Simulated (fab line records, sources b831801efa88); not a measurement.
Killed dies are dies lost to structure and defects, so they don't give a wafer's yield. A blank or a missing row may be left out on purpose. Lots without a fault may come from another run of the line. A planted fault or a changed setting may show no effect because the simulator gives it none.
Which tool did it? | flow gf180mcu | 13 lots, 39 wafers sampled, at 3 steps of a route of 602

WHAT THE GAUGES READ, wafer by wafer
GF_DNWELL_TW_MEAS_09.
lot  | measured    | on            | DNWELL_TW
L957 | day 2 18:44 | film_metro-01 | 1345 1344 1348
L958 | day 3 00:00 | film_metro-04 | 1376 1377 1376
L959 | day 3 06:22 | film_metro-01 | 1361 1356 1356
L961 | day 3 15:48 | film_metro-01 | 1355 1360 1355
L963 | day 4 02:42 | film_metro-04 | 1378 1379 1380
L964 | day 4 07:07 | film_metro-04 | 1360 1369 1370
L965 | day 4 12:34 | film_metro-03 | 1321 1323 1320
L966 | day 4 17:11 | film_metro-01 | 1347 1341 1342
L967 | day 5 01:04 | film_metro-04 | 1367 1374 1366
L968 | day 5 05:20 | film_metro-01 | 1340 1344 1345
L969 | day 5 12:23 | film_metro-01 | 1335 1338 1333
L978 | day 7 09:55 | film_metro-01 | 1204 1207 1201
L979 | day 7 15:02 | film_metro-01 | 1220 1218 1211

GF_V2_OVL_MEAS_15.
lot  | measured     | on         | V2_OVL (nm)
L957 | day 20 05:46 | overlay-01 | 4 8 8
L958 | day 20 10:25 | overlay-01 | -10 -7 -7
L959 | day 21 04:04 | overlay-02 | 0 0 -7
L961 | day 21 23:08 | overlay-02 | 1 -2 -5
L963 | day 22 13:19 | overlay-02 | 3 0 3
L964 | day 23 01:33 | overlay-02 | -6 -5 -2
L965 | day 23 06:55 | overlay-02 | -6 0 3
L966 | day 23 10:22 | overlay-02 | 4 3 3
L967 | day 24 03:45 | overlay-01 | 0 -4 5
L968 | day 24 08:31 | overlay-01 | -1 3 1
L969 | day 24 22:04 | overlay-01 | 0 -3 0
L978 | day 27 08:19 | overlay-02 | -3 -5 -5
L979 | day 27 19:05 | overlay-02 | 5 4 1

WHICH TOOL RAN EACH LOT (tool, then ch and the chambers of the sampled wafers, then the start)
lot  | GF_DNWELL_IMPLANT_07
L957 | implanter-04 ch 0, day 2 18:31
L958 | implanter-01 ch 0, day 2 23:45
L959 | implanter-04 ch 0, day 3 06:07
L961 | implanter-04 ch 0, day 3 15:35
L963 | implanter-01 ch 0, day 4 02:27
L964 | implanter-04 ch 0, day 4 06:53
L965 | implanter-03 ch 0, day 4 12:19
L966 | implanter-01 ch 0, day 4 16:56
L967 | implanter-04 ch 0, day 5 00:50
L968 | implanter-04 ch 0, day 5 05:05
L969 | implanter-03 ch 0, day 5 12:08
L978 | implanter-04 ch 0, day 7 09:40
L979 | implanter-04 ch 0, day 7 14:47
- GF_DNWELL_IMPLANT_07

WHAT THE TOOLS THEMSELVES READ (means of the sampled wafers that have a number; where no wafer has one, the mark that the record gives instead)
GF_DNWELL_IMPLANT_07.
lot  | tool         | dose_ions_cm2 | faraday_current_uA
L957 | implanter-04 | 1e+13         | 55.9
L958 | implanter-01 | 1e+13         | 57.1
L959 | implanter-04 | 1e+13         | 55.0
L961 | implanter-04 | 1e+13         | 56.6
L963 | implanter-01 | 1e+13         | 56.2
L964 | implanter-04 | 1e+13         | 55.4
L965 | implanter-03 | 1e+13         | 56.4
L966 | implanter-01 | 1e+13         | 56.1
L967 | implanter-04 | 1e+13         | 56.9
L968 | implanter-04 | 1e+13         | 56.4
L969 | implanter-03 | 1e+13         | 56.8
L978 | implanter-04 | 7e+12         | 40.9
L979 | implanter-04 | 7e+12         | 40.8

THE ANSWER, worked out from the rows above alone
Rule: what is usual is taken from the lots themselves. Put in order of their means at a reading, lots are off if they are a third of the lots or fewer, leave a main group of 4 or more, and stand apart from it by a gap of 3 or more times the standard deviation of the main group's means; of several such gaps the widest counts. A main group whose means are all the same, to the digits that the tables above print for the reading, isn't used. A lot without any number at a reading at which 4 lots or more have one is off too. The other lots that the step has rows for count as sound. The gauges are gone through in route order, then the tools' own readings, and for those a lot's mean is taken as printed above. The first step at which some lot is off is used, and at that step the reading that is off furthest; a lot without a number counts as furthest.
Off: L978, L979, at GF_DNWELL_TW_MEAS_09 (DNWELL_TW). The main group: mean 1354, standard deviation 17.
A tool fits if, at a process step before that reading, it ran every lot that is off, and no sound lot after the first of them. The gauges at GF_DNWELL_TW_MEAS_09 aren't tried: what is off there is off at GF_DNWELL_IMPLANT_07 too, on other tools, and a gauge's error can't cause that. One fits: implanter-04 at GF_DNWELL_IMPLANT_07. Its last sound lot is L968 (day 5 05:05), its first lot that is off L978 (day 7 09:40): a fault that began between those two fits.
The tool's own readings at GF_DNWELL_IMPLANT_07 bear it out: on the lots that are off they differ by more than 5 times the standard deviation of the sound lots' means. dose_ions_cm2 reads 7e+12 there against 1e+13 on the sound lots; faraday_current_uA reads 40.8 there against 56.3 on the sound lots.

WHAT THE SIMULATOR HAD PUT IN
Process parameter drift: implanter-04, from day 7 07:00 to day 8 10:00, at GF_DNWELL_IMPLANT_07. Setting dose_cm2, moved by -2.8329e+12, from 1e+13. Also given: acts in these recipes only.
Lots struck among those shown: L978, L979. The rule above found the same.
